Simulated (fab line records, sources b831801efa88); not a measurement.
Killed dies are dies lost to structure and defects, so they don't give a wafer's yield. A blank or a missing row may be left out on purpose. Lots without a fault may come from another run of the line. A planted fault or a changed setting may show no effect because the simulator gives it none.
fab line records | flow sky130 | part 2 of 2: steps 26 to 37 of 37
record lots=5 wafers=15 last_day=50
route steps=708 shown LI_CONTACT@377 LOCAL_INTERCONNECT@387 CONTACT@406
lots that met no fault: from a run of the same line without faults
start_h: hours from the record's first day to the start of the lot's first wafer shown | wait_h: hours since the lot's step before | " the same as in the row above | L1.1+2: a row that stands for several wafers | - no value, or no start given | * or withheld: withheld | < > ~ a bound
route shown NAME@n: a module of which the file shows steps, and the number in the route of the first | usual: mean/standard deviation of fault-free wafers | same: alike in all rows | chamber/n: place in a boat | sites: the reading at each site | _std_site: their standard deviation | _edge_site: outer sites' mean less inner sites' | radius_mm: how far each site lies from the wafer's centre | mask NAME#n: copy n | behind: the tool/chamber that last shaped the wafer | hold: why the lot was held/for how many hours/how that ended | device: the transistor (n, p or np) that didn't switch | end of line: the same wafers' tests at the end of the route | a step without rows: its recipe alone | killed: dies lost to structure and defects at the first sort, not the wafer's yield | map: a wafer's dies, x killed, . not, _ none there
set.NAME: the setting as run; set.NAME@STEP: as run at that earlier step | model.NAME: the simulator's own value behind a step, which no gauge read
lots at some steps of the route; a table a step, a row a wafer
services: from which hour (start_h, from the record's first day; less than 0 if before it) a tool's chamber was out of use, for how many hours, and why
## steps
# step SKY_LOCAL_INTERCONNECT_STRIP_15
# recipe chemistry=O2/N2 power_w=1400 pressure_mtorr=1500 platen_temp_c=withheld o2_flow_sccm=3000 n2_flow_sccm=300 overash_fraction=0.5
# usual drypump_motor_current_A=5.3/0.38 oes_product_au=0.425/0.0046 strip_time_to_endpoint_s=4.694/0.028
# columns lot.wafer tool chamber start_h wait_h drypump_motor_current_A oes_product_au rf_hours_counter_h strip_time_to_endpoint_s
L079.1 plasma_asher-02 0 764.77 0.0 5.2 0.427 31 4.718
L079.2 " 1 " " 5.1 0.433 31 4.678
L079.6 " 0 " " 5.2 0.426 - 4.717
L080.3 plasma_asher-04 1 767.85 0.1 6.1 0.427 - 4.676
L080.4 " 0 " " 4.8 0.421 - 4.695
L080.6 " 1 " " 6.1 0.424 - 4.693
L085.1 plasma_asher-02 0 795.87 0.1 5.2 0.423 34 4.698
L085.4 " 0 " " 5.2 0.431 - 4.698
L085.5 " 0 " " 5.2 0.424 - 4.698
L086.1 plasma_asher-02 0 804.47 0.0 5.2 0.414 36 4.681
L086.4 " 1 " " 5.1 0.425 - 4.690
L086.6 " 1 " " 5.1 0.424 - 4.691
L097.2 plasma_asher-02 0 883.60 0.0 5.2 0.427 46 4.654
L097.5 " 1 " " 5.2 0.426 - 4.681
L097.6 " 0 " " 5.2 0.424 - 4.682
# step SKY_LOCAL_INTERCONNECT_STRIP_16
# recipe chemistry=post_etch_residue_remover time_s=1200 temp_c=72.5
# same time_s=1200
# columns lot.wafer tool chamber start_h wait_h
L079.1+2+6 wet_bench-02 1 764.87 0.1
L080.3+4+6 wet_bench-02 0 767.92 0.0
L085.1+4+5 wet_bench-03 1 795.97 0.1
L086.1+4+6 wet_bench-01 0 804.57 0.1
L097.2+5+6 wet_bench-02 3 883.70 0.1
# step SKY_LOCAL_INTERCONNECT_CLEAN_17
# recipe chemistry=IPA time_s=180 temp_c=25
# same time_s=180
# columns lot.wafer tool chamber start_h wait_h
L079.1+2+6 wet_bench-03 3 765.21 0.0
L080.3+4+6 wet_bench-01 3 768.26 0.0
L085.1+4+5 wet_bench-01 3 796.31 0.0
L086.1+4+6 wet_bench-02 3 804.91 0.0
L097.2+5+6 wet_bench-03 2 884.07 0.0
# step SKY_LOCAL_INTERCONNECT_CLEAN_18
# recipe chemistry=O3/DIW dry=n2_spin
# columns lot.wafer tool chamber start_h wait_h
L079.1+2+6 wet_bench-01 0 765.27 0.0
L080.3+4+6 wet_bench-03 1 768.32 0.0
L085.1+4+5 wet_bench-03 3 796.37 0.0
L086.1+4+6 wet_bench-03 0 804.97 0.0
L097.2+5+6 wet_bench-02 3 884.14 0.0
# step SKY_CONTACT_CVD_00
# recipe material=Si3N4 target_thk_nm=75 temp_c=400 time_s=withheld rf_w=450
# usual heater_power_outer_w=414/44 heater_power_w=705/78
# columns lot.wafer tool chamber start_h wait_h heater_power_outer_w heater_power_w
L079.1 pecvd-03 0 765.36 0.0 343 551
L079.2 " 1 " " 416 734
L079.6 " 2 " " 474 833
L080.3 pecvd-03 1 768.52 0.0 481 818
L080.4 " 0 " " 316 533
L080.6 " 1 " " 486 833
L085.1 pecvd-03 2 796.46 0.0 439 740
L085.4 " 2 " " 434 750
L085.5 " 1 " " 457 804
L086.1 pecvd-03 2 805.06 0.0 446 769
L086.4 " 0 " " 335 569
L086.6 " 1 " " 418 746
L097.2 pecvd-03 1 884.24 0.0 467 825
L097.5 " 2 " " 472 782
L097.6 " 1 " " 484 796
# step SKY_CONTACT_THK_MEAS_01
# recipe reads=Si3N4_of_CONTACT_CVD_00
# usual CONTACT_CVD_00_THK=74.6/1.2
# columns lot.wafer tool chamber start_h wait_h CONTACT_CVD_00_THK[nm]
L079.1 film_metro-03 - 765.40 - 73.9
L079.2 " - " " 72.8
L079.6 " - " " 74.3
L080.3 film_metro-04 - 768.57 - 74.6
L080.4 " - " " 76.0
L080.6 " - " " 75.0
L085.1 film_metro-02 - 796.49 - 75.1
L085.4 " - " " 75.7
L085.5 " - " " 75.7
L086.1 film_metro-03 - 805.09 - 73.7
L086.4 " - " " 75.7
L086.6 " - " " 75.2
L097.2 film_metro-02 - 884.30 - 74.2
L097.5 " - " " 74.8
L097.6 " - " " 76.5
# step SKY_CONTACT_HDPCVD_02
# recipe material=SiO2 target_thk_nm=565 sigma_open_frac=0.3 time_s=94.2 temp_c=600 sih4_flow_sccm=60 pressure_mtorr=6
# same time_s=94.2
# columns lot.wafer tool chamber start_h wait_h
L079.1+2+6 hdpcvd-02 1,0,1 765.46 0.1
L080.3+4+6 hdpcvd-02 1,2,0 768.61 0.0
L085.1+4+5 hdpcvd-02 2,0,1 796.55 0.1
L086.1+4+6 hdpcvd-01 1,2,0 805.15 0.1
L097.2+5+6 hdpcvd-01 1,1,0 884.35 0.0
# step SKY_CONTACT_THK_MEAS_03
# recipe reads=SiO2_of_CONTACT_HDPCVD_02
# usual CONTACT_HDPCVD_THK=566/5.8
# columns lot.wafer tool chamber start_h wait_h CONTACT_HDPCVD_THK[nm]
L079.1 film_metro-04 - 765.52 0.0 563
L079.2 " - " " 567
L079.6 " - " " 570
L080.3 film_metro-02 - 768.70 0.1 563
L080.4 " - " " 552
L080.6 " - " " 562
L085.1 film_metro-04 - 796.62 0.0 561
L085.4 " - " " 571
L085.5 " - " " 574
L086.1 film_metro-02 - 805.22 0.0 566
L086.4 " - " " 554
L086.6 " - " " 563
L097.2 film_metro-03 - 884.43 0.0 565
L097.5 " - " " 565
L097.6 " - " " 563
# step SKY_CONTACT_CMP_04
# recipe material=SiO2 down_force_psi=4 platen_rpm=60 pad_velocity_m_s=0.94248
# usual motor_current_A=12.2/1.2 time_to_endpoint_s=82/4.8
# columns lot.wafer tool chamber start_h wait_h motor_current_A time_to_endpoint_s
L079.2 cmp-02 2 765.68 0.1 13.1 85
L079.1 " 3 " " 11.4 79
L079.6 " 1 " " 13.2 85
L080.4 cmp-01 3 768.74 0.0 14.3 69
L080.3 " 1 " " 12.8 76
L080.6 " 0 " " 11.2 80
L085.1 cmp-02 0 796.73 0.1 10.7 73
L085.4 " 2 " " 12.5 84
L085.5 " 0 " " 10.2 82
L086.1 cmp-01 2 805.28 0.1 12.6 87
L086.4 " 3 " " 14.3 75
L086.6 " 2 " " 13.0 85
L097.2 cmp-01 1 884.63 0.2 11.8 83
L097.5 " 2 " " 13.4 91
L097.6 " 3 " " 14.4 80
# step SKY_CONTACT_BOW_MEAS_05
# recipe mode=bow
# usual CONTACT_BOW=83/6.6
# columns lot.wafer tool chamber start_h wait_h CONTACT_BOW[um]
L079.1 film_metro-04 - 765.88 0.1 78
L079.2 " - " " 91
L079.6 " - " " 82
L080.3 film_metro-04 - 769.08 0.2 90
L080.4 " - " " 92
L080.6 " - " " 89
L085.1 film_metro-04 - 796.98 0.2 82
L085.4 " - " " 86
L085.5 " - " " 97
L086.1 film_metro-03 - 805.58 0.2 71
L086.4 " - " " 75
L086.6 " - " " 77
L097.2 film_metro-02 - 884.80 0.1 98
L097.5 " - " " 84
L097.6 " - " " 75
# step SKY_CONTACT_DEHYDRATE_06
# recipe temp_c=200 time_s=60
# same time_s=60
# columns lot.wafer tool chamber start_h wait_h
L079.1+2+6 litho_track-01 0 778.40 12.5
L080.3+4+6 litho_track-01 0 781.60 12.5
L085.1+4+5 litho_track-02 0 809.83 12.8
L086.1+4+6 litho_track-01 0 818.90 13.3
L097.2+5+6 litho_track-02 0 897.41 12.6
# step SKY_CONTACT_HMDS_07
# recipe prime_time_s=60 prime_temp_c=120
# usual prime_temp_c=120.00/0.13
# columns lot.wafer tool chamber start_h wait_h prime_temp_c
L079.1 litho_track-01 0 778.55 0.1 119.90
L079.2 " 0 " " 120.01
L079.6 " 0 " " 120.09
L080.3 litho_track-01 0 781.75 0.1 119.91
L080.4 " 0 " " 119.83
L080.6 " 0 " " 119.98
L085.1 litho_track-02 0 809.98 0.1 119.91
L085.4 " 0 " " 120.32
L085.5 " 0 " " 120.06
L086.1 litho_track-01 0 819.05 0.1 119.83
L086.4 " 0 " " 120.01
L086.6 " 0 " " 119.83
L097.2 litho_track-02 0 897.56 0.1 120.18
L097.5 " 0 " " 120.00
L097.6 " 0 " " 119.99
## services
# columns tool chamber start_h hours kind
rie_metal-03 0 716.12 1.1 repair
pvd_sputter-01 - 729.82 0.6 repair
cmp-01 - 732.08 2.6 repair
cvd_w-02 - 733.28 1.1 repair
rie_metal-04 - 735.58 0.3 repair
hdpcvd-02 0 746.59 11.4 repair
pvd_sputter-02 - 752.66 2.0 repair
plasma_asher-02 - 758.29 3.9 repair
cmp-01 - 758.44 4.0 pm
cmp-01 - 777.44 1.5 repair
cmp-02 - 779.01 5.3 pm
cvd_w-02 - 783.81 6.9 pm
cmp-01 - 785.11 4.8 pm
hdpcvd-02 - 797.80 0.6 repair
cmp-02 - 800.21 2.0 repair
hdpcvd-02 - 800.36 7.4 repair
cmp-01 - 802.56 2.7 repair
cvd_w-02 - 809.24 2.8 pm
cmp-02 - 829.25 1.9 repair
rie_metal-03 1 835.88 4.2 repair
pvd_sputter-01 - 848.94 5.2 repair
cvd_w-02 0 855.37 24.4 repair
wet_bench-01 - 881.93 31.8 pm
pvd_sputter-04 - 886.75 3.0 repair
